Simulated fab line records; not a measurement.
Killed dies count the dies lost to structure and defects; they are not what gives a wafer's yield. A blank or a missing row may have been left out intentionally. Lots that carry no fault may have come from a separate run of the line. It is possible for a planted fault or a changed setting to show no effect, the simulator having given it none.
One fault seen from 2 desks | flow sky130 | each desk holds nothing but its own numbers, with what lay behind them at the end

## METROLOGY DESK
Means of the sampled wafers that have a number, per lot and without regard to the tool the lot ran on: this is what the gauges read. Marked OUT: a lot whose mean sits more than 4 standard deviations from the usual mean, which makes it out of limits; the brackets give that distance.
Columns: A = CAP2M_TIN_RS at SKY_CAP2M_RS_MEAS_03, usual 6.89 ohm/sq; B = CAP2M_TIN_THK at SKY_CAP2M_THK_MEAS_04, usual 197.8 nm
lot  | first seen here | A               | B
L791 | day 39 05:01    | 6.84            | 199.5
L796 | day 41 05:08    | 6.78            | 200.0
L797 | day 41 05:58    | 6.83            | 198.9
L799 | day 41 19:58    | 6.29 (-8.2) OUT | 221.1 (+11) OUT
L800 | day 42 06:27    | 6.29 (-8.3) OUT | 221.7 (+11) OUT
L801 | day 42 11:07    | 6.83            | 199.9
L808 | day 45 01:56    | 6.93            | 196.4
L809 | day 45 07:09    | 6.90            | 198.5
L810 | day 45 11:07    | 6.84            | 200.1
L814 | day 47 07:19    | 6.87            | 197.4
This desk reports L799, L800 out of limits; the earliest was L799 at day 41 19:58 (CAP2M_TIN_RS at SKY_CAP2M_RS_MEAS_03). L791, L796, L797, L801, L808, L809, L810, L814 stayed within limits.

## TOOL OWNER'S DESK, pvd-sputter-02
The tool's own readings at SKY_CAP2M_SPUTTER_02 (material TiN, target thk 200 nm, time 166.7 s): means of the sampled wafers that have a number, for each lot that ran on this tool. Marked OUT: a lot whose mean sits more than 4 standard deviations from the usual mean, which makes it out of limits; the brackets give that distance.
Columns: A = throttle-valve-pct at SKY_CAP2M_SPUTTER_02, usual 30.0 %
lot  | first seen here | A
L791 | day 39 04:55    | 30.1
L796 | day 41 05:02    | 29.8
L799 | day 41 19:50    | 29.6
L800 | day 42 06:19    | 29.6
L809 | day 45 07:00    | 29.8
This desk's finding: nothing out of limits on any of the 5 lots.

## ALL TOGETHER
An alarm was possible from the metrology desk at day 41 19:58, on L799, L800.
The tool owner's desk saw nothing out of limits.
Tool owner's desk: L799, L800 on record, inside its limits.
Of the lots named, all ran SKY_CAP2M_SPUTTER_02 on pvd-sputter-02.

## WHAT THE SIMULATOR PUT IN
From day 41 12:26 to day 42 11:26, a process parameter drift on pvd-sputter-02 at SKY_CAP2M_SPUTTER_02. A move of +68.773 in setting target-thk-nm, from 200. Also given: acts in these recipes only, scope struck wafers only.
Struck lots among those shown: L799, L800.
Time in hours between the start of the fault and the first out-of-limits reading at each desk: metrology desk, 8.
